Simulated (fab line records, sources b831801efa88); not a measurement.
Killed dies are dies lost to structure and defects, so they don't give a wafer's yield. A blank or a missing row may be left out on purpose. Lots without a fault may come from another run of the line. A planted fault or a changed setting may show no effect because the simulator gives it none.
fab line records | flow sky130
record lots=6 wafers=18 last_day=50
route steps=708 shown LI_CONTACT@383 LOCAL_INTERCONNECT@387
lots that met no fault: from a run of the same line without faults
start_h: hours from the record's first day to the start of the lot's first wafer shown | wait_h: hours since the lot's step before | " the same as in the row above | L1.1+2: a row that stands for several wafers | - no value, or no start given | * or withheld: withheld | < > ~ a bound
route shown NAME@n: a module of which the file shows steps, and the number in the route of the first | usual: mean/standard deviation of fault-free wafers | same: alike in all rows | chamber/n: place in a boat | sites: the reading at each site | _std_site: their standard deviation | _edge_site: outer sites' mean less inner sites' | radius_mm: how far each site lies from the wafer's centre | mask NAME#n: copy n | behind: the tool/chamber that last shaped the wafer | hold: why the lot was held/for how many hours/how that ended | device: the transistor (n, p or np) that didn't switch | end of line: the same wafers' tests at the end of the route | a step without rows: its recipe alone | killed: dies lost to structure and defects at the first sort, not the wafer's yield | map: a wafer's dies, x killed, . not, _ none there
set.NAME: the setting as run; set.NAME@STEP: as run at that earlier step | model.NAME: the simulator's own value behind a step, which no gauge read
lots at some steps of the route; a table a step, a row a wafer
services: from which hour (start_h, from the record's first day; less than 0 if before it) a tool's chamber was out of use, for how many hours, and why
## steps
# step SKY_LI_CONTACT_CVD_21
# recipe material=W target_thk_nm=400 time_s=120.56 temp_c=400 pressure_torr=40
# usual heater_power_w=882/180
# columns lot.wafer tool chamber start_h wait_h heater_power_w
L547.2 cvd_w-02 0 741.36 0.0 829
L547.4 " 1 " " 787
L547.6 " 0 " " 835
L546.3 cvd_w-01 0 744.05 0.1 702
L546.4 " 1 " " 1191
L546.5 " 1 " " 1161
L551.1 cvd_w-02 0 762.96 0.0 837
L551.4 " 1 " " 762
L551.5 " 0 " " 812
L552.4 cvd_w-01 1 770.05 0.1 1176
L552.5 " 1 " " 1202
L552.6 " 0 " " 714
L562.2 cvd_w-01 1 839.83 0.0 1179
L562.3 " 1 " " 1166
L562.6 " 1 " " 1206
L564.1 cvd_w-02 1 851.86 0.0 790
L564.2 " 0 " " 825
L564.5 " 1 " " 779
# step SKY_LI_CONTACT_RS_MEAS_22
# recipe thk_meas_gauge=four-point-probe reads=W_of_LI_CONTACT_CVD_21+TiN_of_LI_CONTACT_SPUTTER_20+Ti_of_LI_CONTACT_SPUTTER_19
# usual LI_CONTACT_W_RS=0.282/0.0033
# columns lot.wafer tool chamber start_h wait_h LI_CONTACT_W_RS[ohm/sq]
L547.2 film_metro-04 - 741.50 0.1 0.283
L547.4 " - " " 0.276
L547.6 " - " " 0.285
L546.3 film_metro-04 - 744.17 0.1 0.282
L546.4 " - " " 0.278
L546.5 " - " " 0.275
L551.1 film_metro-04 - 763.08 0.1 0.288
L551.4 " - " " 0.284
L551.5 " - " " 0.285
L552.4 film_metro-04 - 770.19 0.1 0.279
L552.5 " - " " 0.281
L552.6 " - " " 0.285
L562.2 film_metro-01 - 839.97 0.1 0.280
L562.3 " - " " 0.280
L562.6 " - " " 0.283
L564.1 film_metro-02 - 851.98 0.1 0.285
L564.2 " - " " 0.285
L564.5 " - " " 0.283
# step SKY_LI_CONTACT_THK_MEAS_23
# recipe thk_meas_gauge=xrf reads=W_of_LI_CONTACT_CVD_21
# usual LI_CONTACT_W_THK=411/7.1
# columns lot.wafer tool chamber start_h wait_h LI_CONTACT_W_THK[nm]
L547.2 film_metro-04 - 741.61 0.1 405
L547.4 " - " " 413
L547.6 " - " " 400
L546.3 film_metro-04 - 744.27 0.1 404
L546.4 " - " " 407
L546.5 " - " " 413
L551.1 film_metro-04 - 763.20 0.1 394
L551.4 " - " " 403
L551.5 " - " " 398
L552.4 film_metro-04 - 770.28 0.1 412
L552.5 " - " " 410
L552.6 " - " " 403
L562.2 film_metro-01 - 840.08 0.1 423
L562.3 " - " " 420
L562.6 " - " " 415
L564.1 film_metro-02 - 852.10 0.1 404
L564.2 " - " " 407
L564.5 " - " " 408
# step SKY_LI_CONTACT_CMP_24
# recipe stop_on=PSG t_overpolish_s=20 down_force_psi=3.5 platen_rpm=60 target_thk_nm=0 pad_velocity_m_s=0.94248
# usual motor_current_A=10.6/1.5 overpolish_run_s=20.000/0.0091 retaining_ring_pressure_frac=1.000/0.0049 time_to_endpoint_s=99/3.5
# columns lot.wafer tool chamber start_h wait_h motor_current_A overpolish_run_s retaining_ring_pressure_frac time_to_endpoint_s
L547.2 cmp-02 0 741.71 0.1 9.0 20.003 0.995 93
L547.4 " 2 " " 12.4 20.000 1.006 98
L547.6 " 0 " " 9.2 20.020 0.999 93
L546.3 cmp-01 1 744.31 0.0 9.5 20.004 0.994 103
L546.4 " 0 " " 13.3 20.020 0.999 105
L546.5 " 2 " " 7.6 20.005 1.001 107
L551.1 cmp-01 0 763.26 0.1 12.7 19.991 1.000 97
L551.4 " 1 " " 9.6 20.002 0.998 99
L551.5 " 0 " " 12.4 20.006 0.995 99
L552.4 cmp-02 3 770.36 0.1 10.5 19.988 1.001 99
L552.6 " 2 " " 11.7 20.013 1.006 99
L552.5 " 3 " " 10.5 20.009 0.993 99
L562.3 cmp-02 0 840.18 0.1 8.8 19.996 0.994 98
L562.2 " 2 " " 11.7 20.009 1.003 98
L562.6 " 3 " " 10.8 19.999 0.998 94
L564.2 cmp-02 1 852.21 0.1 12.0 20.001 1.000 99
L564.1 " 3 " " 10.4 20.014 0.995 95
L564.5 " 0 " " 8.9 20.000 1.000 96
# step SKY_LOCAL_INTERCONNECT_SPUTTER_00
# recipe material=TiN target_thk_nm=100 temp_c=300 power_w=6500 time_s=83.3 chamber_pressure_pa=0.4
# usual throttle_valve_pct=30.2/0.72
# columns lot.wafer tool chamber start_h wait_h throttle_valve_pct
L547.2 pvd_sputter-02 - 741.96 0.2 31.4
L547.4 " - " " 29.3
L547.6 " - " " 29.6
L546.3 pvd_sputter-02 - 744.61 0.2 31.4
L546.4 " - " " 29.6
L546.5 " - " " 29.9
L551.1 pvd_sputter-01 - 763.56 0.2 28.9
L551.4 " - " " 30.9
L551.5 " - " " 30.3
L552.4 pvd_sputter-02 - 770.61 0.2 29.8
L552.5 " - " " 29.7
L552.6 " - " " 29.8
L562.2 pvd_sputter-01 - 840.43 0.1 30.5
L562.3 " - " " 28.9
L562.6 " - " " 31.9
L564.1 pvd_sputter-01 - 852.46 0.1 29.0
L564.2 " - " " 31.6
L564.5 " - " " 30.3
# step SKY_LOCAL_INTERCONNECT_RS_MEAS_01
# recipe thk_meas_gauge=four-point-probe reads=TiN_of_LOCAL_INTERCONNECT_SPUTTER_00
# usual LOCAL_INTERCONNECT_TIN_RS=14.12/0.12
# columns lot.wafer tool chamber start_h wait_h LOCAL_INTERCONNECT_TIN_RS[ohm/sq]
L547.2 film_metro-01 - 742.05 0.1 14.03
L547.4 " - " " 14.12
L547.6 " - " " 14.02
L546.3 film_metro-01 - 744.71 0.1 14.13
L546.4 " - " " 14.17
L546.5 " - " " 14.37
L551.1 film_metro-01 - 763.62 0.0 14.25
L551.4 " - " " 14.29
L551.5 " - " " 14.26
L552.4 film_metro-03 - 770.73 0.1 14.15
L552.5 " - " " 13.91
L552.6 " - " " 14.02
L562.2 film_metro-03 - 840.52 0.1 14.11
L562.3 " - " " 14.10
L562.6 " - " " 14.11
L564.1 film_metro-01 - 852.53 0.0 14.17
L564.2 " - " " 14.15
L564.5 " - " " 14.11
# step SKY_LOCAL_INTERCONNECT_THK_MEAS_02
# recipe thk_meas_gauge=xrf reads=TiN_of_LOCAL_INTERCONNECT_SPUTTER_00
# usual LOCAL_INTERCONNECT_TIN_THK=100.9/0.96
# columns lot.wafer tool chamber start_h wait_h LOCAL_INTERCONNECT_TIN_THK[nm]
L547.2 film_metro-01 - 742.16 0.1 102.2
L547.4 " - " " 101.1
L547.6 " - " " 102.3
L546.3 film_metro-01 - 744.81 0.1 100.4
L546.4 " - " " 100.6
L546.5 " - " " 99.3
L551.1 film_metro-01 - 763.74 0.1 100.1
L551.4 " - " " 99.2
L551.5 " - " " 100.0
L552.4 film_metro-03 - 770.82 0.1 100.5
L552.5 " - " " 102.5
L552.6 " - " " 101.4
L562.2 film_metro-03 - 840.63 0.1 100.6
L562.3 " - " " 100.9
L562.6 " - " " 100.7
L564.1 film_metro-01 - 852.65 0.1 101.4
L564.2 " - " " 101.0
L564.5 " - " " 101.0
# step SKY_LOCAL_INTERCONNECT_DEHYDRATE_03
# recipe temp_c=200 time_s=60
# step SKY_LOCAL_INTERCONNECT_HMDS_04
# recipe prime_time_s=60 prime_temp_c=120
# step SKY_LOCAL_INTERCONNECT_COAT_05
# recipe resist=BARC temp_c=withheld time_s=withheld spin_rpm=3000 resist_thk_nm=60
# step SKY_LOCAL_INTERCONNECT_COAT_06
# recipe resist=KrF-thick spin_rpm=3000 resist_thk_nm=450
# step SKY_LOCAL_INTERCONNECT_SOFTBAKE_07
# recipe temp_c=100 time_s=90 resist=KrF-thick
# step SKY_LOCAL_INTERCONNECT_EXPOSE_08
# recipe mask_id=LI1M na=0.8 source_shape=annular sigma_inner=0.55 sigma_outer=0.85 target_cd_nm=170 dose_mj=28
# usual exposure_dose_mJ_cm2=27.962/0.025 focus_offset_nm=-0.1/0.47
# columns lot.wafer tool chamber start_h wait_h mask exposure_dose_mJ_cm2 focus_offset_nm
L547.2 krf_scanner-02 0 755.78 - LI1M#0 27.994 0.3
L547.4 " 0 " " LI1M#0 28.006 0.7
L547.6 " 0 " " LI1M#0 27.924 0.2
L546.3 krf_scanner-01 0 759.50 - LI1M#0 27.959 -0.7
L546.4 " 0 " " LI1M#0 27.994 0.1
L546.5 " 0 " " LI1M#0 27.978 0.3
L551.1 krf_scanner-02 - 777.45 - LI1M#0 - -
L551.4 " - " " LI1M#0 - -
L551.5 " - " " LI1M#0 - -
L552.4 krf_scanner-02 - 783.95 - LI1M#0 - -
L552.5 " - " " LI1M#0 - -
L552.6 " - " " LI1M#0 - -
L562.2 krf_scanner-01 0 853.92 - LI1M#0 27.915 -0.4
L562.3 " 0 " " LI1M#0 27.936 0.1
L562.6 " 0 " " LI1M#0 27.961 0.5
L564.1 krf_scanner-02 0 865.28 - LI1M#0 27.925 -0.9
L564.2 " 0 " " LI1M#0 27.940 0.1
L564.5 " 0 " " LI1M#0 27.909 0.2
# step SKY_LOCAL_INTERCONNECT_PEB_09
# recipe peb_temp_c=withheld peb_time_s=withheld resist=KrF-thick
## services
# columns tool chamber start_h hours kind
krf_scanner-02 - 720.15 0.8 pm
krf_scanner-01 0 739.13 - calibration
krf_scanner-02 - 742.80 4.7 repair
cmp-02 - 744.00 4.0 pm
cmp-02 - 748.00 - consumable_replace:conditioner
cmp-02 - 748.00 - consumable_replace:pad
krf_scanner-01 - 750.39 2.5 repair
cvd_w-01 0 761.04 7.4 repair
krf_scanner-01 - 761.61 1.0 pm
krf_scanner-01 - 763.52 0.3 repair
cmp-01 - 764.10 0.4 repair
cmp-02 - 771.41 3.8 repair
krf_scanner-01 - 790.97 0.8 pm
krf_scanner-02 - 804.08 1.3 pm
cmp-01 - 830.80 5.8 pm
pvd_sputter-02 - 832.51 12.7 repair
pvd_sputter-01 - 845.03 0.9 repair
krf_scanner-02 0 847.90 - calibration
krf_scanner-01 - 848.45 0.8 pm
cmp-02 - 855.98 0.7 repair
pvd_sputter-01 - 860.96 2.1 repair
cvd_w-02 1 861.99 4.1 repair
cmp-01 - 862.67 0.3 repair
krf_scanner-01 - 864.25 1.3 pm
## key
first_sign step=SKY_LOCAL_INTERCONNECT_EXPOSE_08 reading=tool_record direction=missing
effect none on later readings
met_at SKY_LOCAL_INTERCONNECT_EXPOSE_08
struck_wafers L551.1,L551.4,L551.5,L552.4,L552.5,L552.6
later_rows_left_out L551.1,L551.4,L551.5,L552.4,L552.5,L552.6
sort_left_out L551.1,L551.4,L551.5,L552.4,L552.5,L552.6
tester_left_out L551,L552
onset_between 755.78 777.45
fault kind=skipped_step_whole tool=krf_scanner-02 chamber=- onset_h=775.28 steps=SKY_LOCAL_INTERCONNECT_EXPOSE_08 scope=struck_lots_only
# tester_left_out: of these lots the tester's yield and bins aren't shown, on N5 and GAA mostly nor the transistor test; their killed dies are dies lost to structure and defects alone, not to doping, threshold or leakage, so they don't give the yield
# sort_left_out: the simulated sort isn't trusted on such a fault, so these wafers' sort isn't shown, and their yield isn't known
# later_rows_left_out: the simulator's readings of these wafers behind a module that went badly wrong aren't trusted and aren't shown, but for the sort
